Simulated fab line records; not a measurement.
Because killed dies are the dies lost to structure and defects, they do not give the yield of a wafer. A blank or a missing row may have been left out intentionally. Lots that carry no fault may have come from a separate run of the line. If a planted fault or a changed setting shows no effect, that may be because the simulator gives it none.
A single fault, viewed from 2 desks :: flow sfq line :: each desk holds nothing but its own numbers, with what lay behind them at the end

DESK OF THE TOOL OWNER: krf scanner-01
The tool's own readings at SFQ_TRILAYER_C5_LITHO_EXPOSE_152 (exposes mask C5, target cd 500 nm): means of the sampled wafers that have a number, for each lot that ran on this tool. The brackets show how far a lot's mean lies from the usual mean; more than 4 standard deviations puts the lot out of limits, marked OUT.
Columns: A = exposure dose mJ cm2 at SFQ_TRILAYER_C5_LITHO_EXPOSE_152, usual 21.297; B = reticle temp C at SFQ_TRILAYER_C5_LITHO_EXPOSE_152, usual 23.00 C
lot: L400
first seen here: day 61 18:29
A: 21.301
B: 22.93

lot: L402
first seen here: day 62 05:53
A: 22.784 (+65) OUT
B: 23.01

lot: L403
first seen here: day 62 07:05
A: 22.774 (+64) OUT
B: 23.09

lot: L411
first seen here: day 77 05:41
A: 22.774 (+64) OUT
B: 22.98
Finding of this desk: L402, L403, L411 out of limits; the first was L402 at day 62 05:53, on exposure dose mJ cm2 at SFQ_TRILAYER_C5_LITHO_EXPOSE_152. Within limits: L400.

FROM THE METROLOGY DESK
What the gauges read, lot by lot, whatever tool the lot ran on: means of the sampled wafers that have a number. The brackets show how far a lot's mean lies from the usual mean; more than 4 standard deviations puts the lot out of limits, marked OUT.
Columns: A = I5_OVL at SFQ_I5_OVL_MEAS_936, usual 0 nm; B = C5_OVL at SFQ_C5_OVL_MEAS_937, usual 1 nm
lot: L400
first seen here: day 61 14:59
A: -6
B: 9

lot: L402
first seen here: day 62 02:59
A: -3
B: -3

lot: L403
first seen here: day 62 04:59
A: -6
B: -6

lot: L411
first seen here: day 73 13:56
A: 3
B: -5

lot: L418
first seen here: day 74 11:31
A: -5
B: 8

lot: L422
first seen here: day 75 05:32
A: 3
B: -5

lot: L423
first seen here: day 75 11:31
A: 4
B: 5
This desk found nothing out of limits on any of the 7 lots.

PUT TOGETHER
The tool owner's desk could have raised an alarm at day 62 05:53, on L402, L403, L411.
Nothing out of limits was seen by the metrology desk.
The metrology desk has L402, L403, L411 on record, within its limits.
Of the lots named, all ran SFQ_TRILAYER_C5_LITHO_EXPOSE_152 on krf scanner-01.

WHAT HAD BEEN PUT IN BY THE SIMULATOR
Drift in process parameters on krf scanner-01 at SFQ_TRILAYER_C5_LITHO_EXPOSE_152, starting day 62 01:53. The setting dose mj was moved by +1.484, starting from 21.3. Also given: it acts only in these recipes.
Shown lots that were struck: L402, L403, L411.
Each desk's first reading out of limits, in hours after the fault started: the tool owner's desk, 4.
